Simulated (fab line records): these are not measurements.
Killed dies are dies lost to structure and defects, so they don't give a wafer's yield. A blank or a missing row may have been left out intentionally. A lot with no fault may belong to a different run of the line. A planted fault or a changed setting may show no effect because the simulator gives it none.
Chamber matching / flow sky130 / SKY_POLY_GATE_ETCH_17 on rie-si-02 has 4 sister chambers
The step etches poly-Si in HBr/Cl2, stops on SiO2, target depth 180 nm, time 70.5 s. 18 wafers are shown with their chamber, then 9 later ones without.

WAFERS WITH THEIR CHAMBER
wafer=L385.4; chamber=1; oes-product-au (a.u.)=0.985; HBr_flow_sccm (sccm)=150.0; bias-w (W)=100.04
wafer=L385.5; chamber=1; oes-product-au (a.u.)=0.985; HBr_flow_sccm (sccm)=149.9; bias-w (W)=100.23
wafer=L385.6; chamber=2; oes-product-au (a.u.)=0.994; HBr_flow_sccm (sccm)=150.3; bias-w (W)=99.78
wafer=L389.2; chamber=3; oes-product-au (a.u.)=0.978; HBr_flow_sccm (sccm)=150.1; bias-w (W)=99.79
wafer=L389.5; chamber=3; oes-product-au (a.u.)=0.979; HBr_flow_sccm (sccm)=149.0; bias-w (W)=100.27
wafer=L389.6; chamber=0; oes-product-au (a.u.)=0.989; HBr_flow_sccm (sccm)=150.0; bias-w (W)=99.86
wafer=L390.2; chamber=3; oes-product-au (a.u.)=0.982; HBr_flow_sccm (sccm)=149.9; bias-w (W)=100.21
wafer=L390.4; chamber=1; oes-product-au (a.u.)=0.975; HBr_flow_sccm (sccm)=149.5; bias-w (W)=100.04
wafer=L390.6; chamber=2; oes-product-au (a.u.)=0.989; HBr_flow_sccm (sccm)=150.8; bias-w (W)=99.32
wafer=L392.3; chamber=1; oes-product-au (a.u.)=0.996; HBr_flow_sccm (sccm)=150.4; bias-w (W)=100.17
wafer=L392.5; chamber=2; oes-product-au (a.u.)=1.003; HBr_flow_sccm (sccm)=150.3; bias-w (W)=99.90
wafer=L392.6; chamber=1; oes-product-au (a.u.)=0.988; HBr_flow_sccm (sccm)=150.5; bias-w (W)=100.14
wafer=L394.2; chamber=0; oes-product-au (a.u.)=0.989; HBr_flow_sccm (sccm)=150.3; bias-w (W)=99.74
wafer=L394.3; chamber=3; oes-product-au (a.u.)=0.984; HBr_flow_sccm (sccm)=150.4; bias-w (W)=99.91
wafer=L394.4; chamber=1; oes-product-au (a.u.)=0.979; HBr_flow_sccm (sccm)=150.5; bias-w (W)=99.74
wafer=L395.2; chamber=3; oes-product-au (a.u.)=0.992; HBr_flow_sccm (sccm)=149.6; bias-w (W)=99.69
wafer=L395.3; chamber=0; oes-product-au (a.u.)=0.990; HBr_flow_sccm (sccm)=150.3; bias-w (W)=99.99
wafer=L395.5; chamber=1; oes-product-au (a.u.)=0.981; HBr_flow_sccm (sccm)=149.6; bias-w (W)=99.84

SIGNATURES (means of the wafers above)
reading=oes-product-au; chamber 0=0.98933; chamber 1=0.98414; chamber 2=0.99533; chamber 3=0.98300; scatter within a chamber=0.00599
reading=HBr_flow_sccm; chamber 0=150.200; chamber 1=150.057; chamber 2=150.467; chamber 3=149.800; scatter within a chamber=0.416
reading=bias-w; chamber 0=99.8633; chamber 1=100.0286; chamber 2=99.6667; chamber 3=99.9740; scatter within a chamber=0.219
Rule: for each reading, subtract the chamber's mean from the wafer's reading, divide by that reading's scatter and square the result; add these up over the readings and take the root, which gives the wafer's distance from the chamber. The wafer belongs to the nearest chamber; if the next one is less than 2 further off, it can't be placed. The scatter is the square root of a quotient: the sum, over the shown wafers, of each reading's squared deviation from its chamber's mean, divided by wafers minus chambers.

WAFERS MISSING THEIR CHAMBER
wafer=L398.1; oes-product-au (a.u.)=0.979; HBr_flow_sccm (sccm)=149.7; bias-w (W)=99.79
wafer=L398.4; oes-product-au (a.u.)=0.980; HBr_flow_sccm (sccm)=149.6; bias-w (W)=100.28
wafer=L398.6; oes-product-au (a.u.)=0.983; HBr_flow_sccm (sccm)=150.2; bias-w (W)=100.43
wafer=L406.2; oes-product-au (a.u.)=0.984; HBr_flow_sccm (sccm)=149.2; bias-w (W)=100.18
wafer=L406.3; oes-product-au (a.u.)=0.996; HBr_flow_sccm (sccm)=149.1; bias-w (W)=99.96
wafer=L406.5; oes-product-au (a.u.)=0.989; HBr_flow_sccm (sccm)=149.4; bias-w (W)=100.56
wafer=L408.1; oes-product-au (a.u.)=0.977; HBr_flow_sccm (sccm)=150.3; bias-w (W)=99.88
wafer=L408.4; oes-product-au (a.u.)=0.986; HBr_flow_sccm (sccm)=149.4; bias-w (W)=100.05
wafer=L408.5; oes-product-au (a.u.)=0.985; HBr_flow_sccm (sccm)=150.6; bias-w (W)=99.71

EACH ONE'S CHAMBER
wafer=L398.1; from the rows above=can't be placed: 3 or 1 or 0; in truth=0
wafer=L398.4; from the rows above=can't be placed: 3 or 1 or 0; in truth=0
wafer=L398.6; from the rows above=can't be placed: 1 or 3 or 0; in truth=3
wafer=L406.2; from the rows above=can't be placed: 3 or 1 or 0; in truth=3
wafer=L406.3; from the rows above=can't be placed: 3 or 0 or 1 or 2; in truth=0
wafer=L406.5; from the rows above=can't be placed: 1 or 3 or 0 or 2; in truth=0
wafer=L408.1; from the rows above=can't be placed: 1 or 3 or 0 or 2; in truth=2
wafer=L408.4; from the rows above=can't be placed: 3 or 1 or 0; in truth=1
wafer=L408.5; from the rows above=can't be placed: 0 or 2 or 1 or 3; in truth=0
0 of 9 placed correctly. These rows do not allow placing 9 (true chamber among the candidates in 9). Number placed wrongly: 0.
